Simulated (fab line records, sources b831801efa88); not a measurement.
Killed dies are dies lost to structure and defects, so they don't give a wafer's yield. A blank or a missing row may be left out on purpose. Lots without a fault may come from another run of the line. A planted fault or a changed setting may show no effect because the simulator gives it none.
Which tool did it? | flow sky130 | 12 lots, 36 wafers sampled, at 6 steps of a route of 708

WHAT THE GAUGES READ, wafer by wafer
SKY_SPACER_THK_MEAS_01.
lot  | measured     | on            | SPACER_CVD_00_THK (nm)
L320 | day 24 07:07 | film_metro-02 | 42.9 43.2 42.9
L322 | day 25 00:14 | film_metro-03 | 43.3 43.4 43.6
L324 | day 25 12:06 | film_metro-01 | 42.5 42.7 42.6
L326 | day 26 22:56 | film_metro-01 | 42.1 42.4 42.6
L328 | day 27 04:47 | film_metro-02 | 43.8 43.4 43.2
L332 | day 28 22:46 | film_metro-01 | 43.1 42.8 43.0
L335 | day 29 12:56 | film_metro-03 | 42.9 42.8 42.8
L336 | day 29 18:59 | film_metro-03 | 42.2 42.6 42.3
L337 | day 30 02:26 | film_metro-01 | 42.8 42.4 42.8
L338 | day 30 13:31 | film_metro-03 | 43.0 42.9 42.8
L339 | day 30 21:07 | film_metro-02 | 42.9 42.9 43.1
L340 | day 30 22:19 | film_metro-01 | 43.0 43.1 43.1

SKY_SD_N_RS_MEAS_16: measures by four-point-probe.
lot  | measured     | on            | SD_N_RS (ohm/sq)
L320 | day 29 03:43 | film_metro-03 | 68.67 68.76 68.67
L322 | day 29 23:35 | film_metro-04 | 69.11 69.13 68.80
L324 | day 30 08:30 | film_metro-03 | 62.71 62.67 62.78
L326 | day 31 17:38 | film_metro-04 | 62.79 62.79 62.71
L328 | day 31 22:37 | film_metro-04 | 62.77 62.80 62.82
L332 | day 33 14:21 | film_metro-03 | 68.80 68.77 68.75
L335 | day 34 03:37 | film_metro-03 | 68.49 68.77 68.81
L336 | day 34 09:43 | film_metro-04 | 69.08 69.00 68.92
L337 | day 34 16:01 | film_metro-04 | 69.27 69.02 69.18
L338 | day 35 03:11 | film_metro-04 | 69.05 68.92 69.08
L339 | day 35 09:51 | film_metro-01 | 69.02 68.76 68.87
L340 | day 35 11:22 | film_metro-01 | 68.86 68.88 68.97

SKY_SD_N_RS_MEAS_17: measures by four-point-probe.
lot  | measured     | on            | SD_P_RS (ohm/sq)
L320 | day 29 03:50 | film_metro-03 | 146.2 146.4 146.3
L322 | day 29 23:42 | film_metro-04 | 147.3 147.7 147.1
L324 | day 30 08:37 | film_metro-03 | 117.7 117.8 117.6
L326 | day 31 17:45 | film_metro-04 | 118.5 118.4 118.5
L328 | day 31 22:44 | film_metro-04 | 118.4 118.0 118.1
L332 | day 33 14:28 | film_metro-03 | 146.6 146.2 146.4
L335 | day 34 03:44 | film_metro-03 | 146.5 146.7 146.6
L336 | day 34 09:50 | film_metro-04 | 147.6 147.6 147.4
L337 | day 34 16:08 | film_metro-04 | 147.2 147.5 147.7
L338 | day 35 03:18 | film_metro-04 | 147.6 147.6 147.1
L339 | day 35 09:58 | film_metro-01 | 147.4 146.5 147.2
L340 | day 35 11:29 | film_metro-01 | 146.9 146.9 146.8

SKY_LI_CONTACT_CD_MEAS_12: target cd 170 nm.
lot  | measured     | on        | cd_nm (nm)
L320 | day 30 08:56 | cd_sem-02 | 167.1 168.2 168.3
L322 | day 31 10:52 | cd_sem-01 | 168.1 169.8 168.1
L324 | day 31 12:27 | cd_sem-01 | 169.3 169.1 169.6
L326 | day 32 21:35 | cd_sem-01 | 171.9 173.0 171.7
L328 | day 33 02:53 | cd_sem-02 | 169.7 168.5 167.7
L332 | day 34 18:12 | cd_sem-01 | 169.6 169.9 170.0
L335 | day 35 07:19 | cd_sem-01 | 170.3 168.4 168.4
L336 | day 35 13:35 | cd_sem-02 | 169.6 170.2 170.5
L337 | day 35 19:25 | cd_sem-02 | 173.8 173.9 174.1
L338 | day 36 07:00 | cd_sem-02 | 170.9 171.2 170.4
L339 | day 36 13:45 | cd_sem-01 | 168.3 167.2 169.1
L340 | day 36 14:34 | cd_sem-02 | 168.3 169.4 169.4

WHICH TOOL RAN EACH LOT (tool, then ch and the chambers of the sampled wafers, then the start)
lot  | SKY_SD_N_RTA_14                  | SKY_LI_CONTACT_SOFTBAKE_08
L320 | rtp_anneal-01 ch 0, day 29 03:33 | litho_track-01 ch 0, day 30 08:56 or earlier
L322 | rtp_anneal-01 ch 0, day 29 23:24 | litho_track-01 ch 0, day 31 10:52 or earlier
L324 | rtp_anneal-01 ch 0, day 30 08:19 | litho_track-03 ch 0, day 31 12:27 or earlier
L326 | rtp_anneal-01 ch 0, day 31 17:24 | litho_track-03 ch 0, day 32 21:35 or earlier
L328 | rtp_anneal-01 ch 0, day 31 22:23 | litho_track-01 ch 0, day 33 02:53 or earlier
L332 | rtp_anneal-02 ch 0, day 33 14:10 | litho_track-01 ch 0, day 34 18:12 or earlier
L335 | rtp_anneal-02 ch 0, day 34 03:27 | litho_track-02 ch 0, day 35 07:19 or earlier
L336 | rtp_anneal-01 ch 0, day 34 09:31 | litho_track-03 ch 0, day 35 13:35 or earlier
L337 | rtp_anneal-02 ch 0, day 34 15:49 | litho_track-03 ch 0, day 35 19:25 or earlier
L338 | rtp_anneal-01 ch 0, day 35 03:00 | litho_track-02 ch 0, day 36 07:00 or earlier
L339 | rtp_anneal-02 ch 0, day 35 09:40 | litho_track-01 ch 0, day 36 13:45 or earlier
L340 | rtp_anneal-01 ch 0, day 35 11:11 | litho_track-02 ch 0, day 36 14:34 or earlier
- SKY_SD_N_RTA_14: time 2 s.
- SKY_LI_CONTACT_SOFTBAKE_08: time 92.71 s.

WHAT THE TOOLS THEMSELVES READ (means of the sampled wafers that have a number; where no wafer has one, the mark that the record gives instead)
SKY_SD_N_RTA_14.
lot  | tool          | lamp_power_pct (%) | wafer_temp_C_max
L320 | rtp_anneal-01 | 15.78              | 1077.4
L322 | rtp_anneal-01 | 15.79              | 1078.3
L324 | rtp_anneal-01 | 16.64              | 1110.3
L326 | rtp_anneal-01 | 16.54              | 1110.5
L328 | rtp_anneal-01 | 16.52              | 1109.5
L332 | rtp_anneal-02 | 15.77              | 1078.6
L335 | rtp_anneal-02 | 15.67              | 1078.9
L336 | rtp_anneal-01 | 15.70              | 1078.2
L337 | rtp_anneal-02 | 15.74              | 1076.5
L338 | rtp_anneal-01 | 15.77              | 1077.9
L339 | rtp_anneal-02 | 15.75              | 1078.1
L340 | rtp_anneal-01 | 15.73              | 1079.9

SKY_LI_CONTACT_SOFTBAKE_08.
lot  | tool           | plate_sensor_t_centre_C (C) | plate_sensor_t_edge_C (C)
L320 | litho_track-01 | 100.88                      | 100.95
L322 | litho_track-01 | 100.88                      | 100.95
L324 | litho_track-03 | 100.88                      | 100.95
L326 | litho_track-03 | 100.88                      | 100.96
L328 | litho_track-01 | 100.88                      | 100.95
L332 | litho_track-01 | 100.88                      | 100.95
L335 | litho_track-02 | 100.89                      | 100.96
L336 | litho_track-03 | 100.89                      | 100.96
L337 | litho_track-03 | 100.87                      | 100.95
L338 | litho_track-02 | 100.88                      | 100.96
L339 | litho_track-01 | 100.88                      | 100.95
L340 | litho_track-02 | 100.88                      | 100.96

THE ANSWER, worked out from the rows above alone
Rule: what is usual is taken from the lots themselves. Put in order of their means at a reading, lots are off if they are a third of the lots or fewer, leave a main group of 4 or more, and stand apart from it by a gap of 3 or more times the standard deviation of the main group's means; of several such gaps the widest counts. A main group whose means are all the same, to the digits that the tables above print for the reading, isn't used. A lot without any number at a reading at which 4 lots or more have one is off too. The other lots that the step has rows for count as sound. The gauges are gone through in route order, then the tools' own readings, and for those a lot's mean is taken as printed above. The first step at which some lot is off is used, and at that step the reading that is off furthest; a lot without a number counts as furthest.
Off: L324, L326, L328, at SKY_SD_N_RS_MEAS_16 (SD_N_RS). The main group: mean 68.90 ohm/sq, standard deviation 0.15.
A tool fits if, at a process step before that reading, it ran every lot that is off, and no sound lot after the first of them. The gauges at SKY_SD_N_RS_MEAS_16 aren't tried: what is off there is off at SKY_SD_N_RTA_14 too, on other tools, and a gauge's error can't cause that. None of those tried fits.

WHAT THE SIMULATOR HAD PUT IN
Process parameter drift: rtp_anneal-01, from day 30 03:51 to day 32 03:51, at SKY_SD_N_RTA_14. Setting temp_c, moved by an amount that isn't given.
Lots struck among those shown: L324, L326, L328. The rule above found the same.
